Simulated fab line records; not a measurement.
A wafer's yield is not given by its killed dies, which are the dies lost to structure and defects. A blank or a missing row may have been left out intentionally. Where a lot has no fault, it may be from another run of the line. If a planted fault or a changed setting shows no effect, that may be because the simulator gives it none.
Matching of chambers || flow gf180mcu || GF_V3_CVD_00 on hdpcvd-02 has 3 sister chambers
The step deposits SiO2, target thk 600 nm, time 100 s. 6 wafers are shown with their chamber, then 9 later ones without.

== WAFERS, EACH WITH ITS CHAMBER ==
{"wafer": "L362.3", "chamber": 2, "sih4_flow_sccm (sccm)": 59.80}
{"wafer": "L361.1", "chamber": 1, "sih4_flow_sccm (sccm)": 59.79}
{"wafer": "L361.2", "chamber": 0, "sih4_flow_sccm (sccm)": 59.77}
{"wafer": "L361.3", "chamber": 2, "sih4_flow_sccm (sccm)": 59.80}
{"wafer": "L363.2", "chamber": 1, "sih4_flow_sccm (sccm)": 59.94}
{"wafer": "L363.3", "chamber": 0, "sih4_flow_sccm (sccm)": 60.10}

== WAFERS MISSING THEIR CHAMBER ==
{"wafer": "L363.5", "sih4_flow_sccm (sccm)": 59.73}
{"wafer": "L364.1", "sih4_flow_sccm (sccm)": 60.24}
{"wafer": "L364.3", "sih4_flow_sccm (sccm)": 59.96}
{"wafer": "L364.5", "sih4_flow_sccm (sccm)": 60.48}
{"wafer": "L366.3", "sih4_flow_sccm (sccm)": 60.09}
{"wafer": "L366.5", "sih4_flow_sccm (sccm)": 59.58}
{"wafer": "L366.6", "sih4_flow_sccm (sccm)": 60.22}
{"wafer": "L377.5", "sih4_flow_sccm (sccm)": 59.96}
{"wafer": "L377.6", "sih4_flow_sccm (sccm)": 60.19}

== WHICH CHAMBER EACH ONE RAN IN ==
{"wafer": "L363.5", "from the rows above": "can't be placed: 2 or 1 or 0", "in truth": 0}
{"wafer": "L364.1", "from the rows above": "can't be placed: 0 or 1 or 2", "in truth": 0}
{"wafer": "L364.3", "from the rows above": "can't be placed: 0 or 1 or 2", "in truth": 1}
{"wafer": "L364.5", "from the rows above": "can't be placed: 0 or 1 or 2", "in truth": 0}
{"wafer": "L366.3", "from the rows above": "can't be placed: 0 or 1 or 2", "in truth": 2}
{"wafer": "L366.5", "from the rows above": "can't be placed: 2 or 1 or 0", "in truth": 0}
{"wafer": "L366.6", "from the rows above": "can't be placed: 0 or 1 or 2", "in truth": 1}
{"wafer": "L377.5", "from the rows above": "can't be placed: 0 or 1 or 2", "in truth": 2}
{"wafer": "L377.6", "from the rows above": "can't be placed: 0 or 1 or 2", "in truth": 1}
Correctly placed: 0 of 9. Unplaceable from these rows: 9, with the true chamber sitting among the candidates in 9. Wrongly placed: 0.
How it was worked out, from the rows above alone: a wafer's distance from a chamber is the root of the sum, over the readings, of the square of ((its reading less the chamber's mean) divided by the reading's scatter). The wafer belongs to the nearest chamber; if the next one is less than 2 further off, it can't be placed. The mean given for a chamber averages the wafers shown for that chamber. The scatter: take each reading less its chamber's mean, square it, sum over the shown wafers, divide by the number of wafers less the number of chambers, and take the root.
